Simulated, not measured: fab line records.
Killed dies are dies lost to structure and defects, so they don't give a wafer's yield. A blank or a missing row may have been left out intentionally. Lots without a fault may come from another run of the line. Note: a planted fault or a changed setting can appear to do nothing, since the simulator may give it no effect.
Which of the tools did it? | flow sfq line | Sampling: 14 lots, 42 wafers, 3 of 325 route steps

== WHAT THE GAUGES READ, wafer by wafer ==
Not one reading of a measure or inspect step in the record can be checked against a usual standard deviation.

== WHAT TOOL EACH LOT RAN ON (gives the tool, then ch and the chambers of the sampled wafers, and finally the start) ==
lot  | SFQ_TRILAYER_I7_CMP_CMP_184   | SFQ_TRILAYER_I7_METRO_MEASURE_185 | SFQ_TRILAYER_I7_VIA_ETCH_VIA_ETCH_190
L615 | cmp-01 ch 0,1, day 78 20:45   | film metro-02, day 78 23:46       | rie diel-01 ch 0,1, day 79 02:53
L616 | cmp-01 ch 1,2,3, day 78 23:15 | film metro-02, day 79 02:46       | rie diel-01 ch 0,2, day 79 06:29
L617 | cmp-02 ch 1,2,3, day 83 07:16 | film metro-03, day 83 10:23       | rie diel-01 ch 0,2,3, day 83 14:57
L619 | cmp-02 ch 1,2,3, day 83 12:51 | film metro-02, day 83 15:28       | rie diel-03 ch 1,3, day 83 20:57
L623 | cmp-02 ch 0,2,3, day 83 23:09 | film metro-01, day 84 02:28       | rie diel-03 ch 1,2, day 84 13:33
L624 | cmp-01 ch 0,1,3, day 84 01:21 | film metro-02, day 84 03:28       | rie diel-04 ch 0,2,3, day 84 15:57
L626 | cmp-01 ch 2,3, day 84 10:57   | film metro-01, day 84 14:04       | rie diel-03 ch 0,1,2, day 85 02:45
L629 | cmp-01 ch 1,2, day 84 22:57   | film metro-02, day 85 02:16       | rie diel-01 ch 2,3, day 85 14:45
L630 | cmp-02 ch 0,2,3, day 85 00:41 | film metro-03, day 85 03:43       | rie diel-03 ch 1,2,3, day 85 15:57
L631 | cmp-01 ch 0,1,2, day 87 13:56 | film metro-02, day 87 16:58       | rie diel-04 ch 2,3, day 87 20:05
L632 | cmp-01 ch 0,1,2, day 87 16:26 | film metro-01, day 87 19:34       | rie diel-03 ch 0,2, day 87 23:05
L636 | cmp-01 ch 0,2,3, day 91 22:49 | film metro-03, day 92 01:20       | rie diel-03 ch 0,1,3, day 92 06:17
L637 | cmp-01 ch 0,1,3, day 92 01:19 | film metro-01, day 92 03:56       | rie diel-04 ch 0,2, day 92 07:29
L638 | cmp-02 ch 1,3, day 92 05:38   | film metro-03, day 92 08:16       | rie diel-03 ch 0,1,2, day 92 14:41
- SFQ_TRILAYER_I7_CMP_CMP_184: polishes SiO2.
- SFQ_TRILAYER_I7_METRO_MEASURE_185
- SFQ_TRILAYER_I7_VIA_ETCH_VIA_ETCH_190: etches SiO2 in CHF3, stops on Nb, target depth 260 nm.

== AS READ BY THE TOOLS THEMSELVES (means over the sampled wafers that have a number; for cases with no such wafer, the mark the record gives instead) ==
SFQ_TRILAYER_I7_CMP_CMP_184. Usual: motor current A 10.6 A, standard deviation 0.83; platen rpm 60.00 rpm, standard deviation 0.041; time to endpoint s 211 s, standard deviation 6.9.
lot  | tool   | motor current A (A) | platen rpm (rpm) | time to endpoint s (s) | flag
L615 | cmp-01 | 9.9                 | 60.00            | 206                    |
L616 | cmp-01 | 9.8                 | 59.93            | 210                    |
L617 | cmp-02 | 10.8                | 60.00            | 210                    |
L619 | cmp-02 | 10.9                | 60.00            | 215                    |
L623 | cmp-02 | 10.8                | 59.96            | 208                    |
L624 | cmp-01 | 10.0                | 60.01            | 208                    |
L626 | cmp-01 | 10.6                | 60.01            | 221                    |
L629 | cmp-01 | 9.8                 | 60.03            | 211                    |
L630 | cmp-02 | 10.9                | 60.03            | 206                    |
L631 | cmp-01 | 10.2                | 59.96            | 206                    |
L632 | cmp-01 | 10.3                | 60.00            | 207                    |
L636 | cmp-01 | 10.8                | 59.97            | 216                    |
L637 | cmp-01 | 10.5                | 60.04            | 219                    |
L638 | cmp-02 | 11.2                | 60.03            | 220                    |

SFQ_TRILAYER_I7_METRO_MEASURE_185. Usual: thk nm 199.5 nm, standard deviation 0.96.
lot  | tool          | thk nm (nm) | flag
L615 | film metro-02 | 200.5       |
L616 | film metro-02 | 200.5       |
L617 | film metro-03 | 199.3       |
L619 | film metro-02 | 198.7       |
L623 | film metro-01 | 198.6       |
L624 | film metro-02 | 200.2       |
L626 | film metro-01 | 198.7       |
L629 | film metro-02 | 199.2       |
L630 | film metro-03 | 199.4       |
L631 | film metro-02 | 207.2       | OFF
L632 | film metro-01 | 205.8       | OFF
L636 | film metro-03 | 198.5       |
L637 | film metro-01 | 199.6       |
L638 | film metro-03 | 200.2       |

SFQ_TRILAYER_I7_VIA_ETCH_VIA_ETCH_190. Usual: drypump motor current A 6.0 A, standard deviation 0.39; oes product au 0.853 a.u., standard deviation 0.0055.
lot  | tool        | drypump motor current A (A) | oes product au (a.u.) | flag
L615 | rie diel-01 | 6.3                         | 0.855                 |
L616 | rie diel-01 | 5.7                         | 0.858                 |
L617 | rie diel-01 | 6.0                         | 0.855                 |
L619 | rie diel-03 | 5.6                         | 0.849                 |
L623 | rie diel-03 | 6.0                         | 0.850                 |
L624 | rie diel-04 | 5.7                         | 0.856                 |
L626 | rie diel-03 | 6.0                         | 0.847                 |
L629 | rie diel-01 | 6.0                         | 0.857                 |
L630 | rie diel-03 | 5.8                         | 0.853                 |
L631 | rie diel-04 | 5.8                         | 0.872                 | OFF
L632 | rie diel-03 | 6.1                         | 0.871                 | OFF
L636 | rie diel-03 | 5.9                         | 0.848                 |
L637 | rie diel-04 | 5.3                         | 0.854                 |
L638 | rie diel-03 | 6.0                         | 0.859                 |

== THE ANSWER, worked out from the rows above alone ==
Rule: lot off if the mean of its wafers having a number is beyond 3 standard deviations from the usual mean. Also off: a lot with no number at a reading for which 4 or more lots have one. Any other lot the step has rows for is counted as sound. After the gauges, taken in route order, come the tools' own readings; for these a lot's mean is taken, as printed above. At the first step where some lot is off, the reading lying furthest off is the one used; lots without a number count as furthest.
Off: L631, L632 (SFQ_TRILAYER_I7_METRO_MEASURE_185, thk nm).
A tool fits if, at that step or a process step before it, it ran every lot that is off, and no sound lot after the first of them. Of those tried, none fits.

== WHAT WAS PUT IN BY THE SIMULATOR ==
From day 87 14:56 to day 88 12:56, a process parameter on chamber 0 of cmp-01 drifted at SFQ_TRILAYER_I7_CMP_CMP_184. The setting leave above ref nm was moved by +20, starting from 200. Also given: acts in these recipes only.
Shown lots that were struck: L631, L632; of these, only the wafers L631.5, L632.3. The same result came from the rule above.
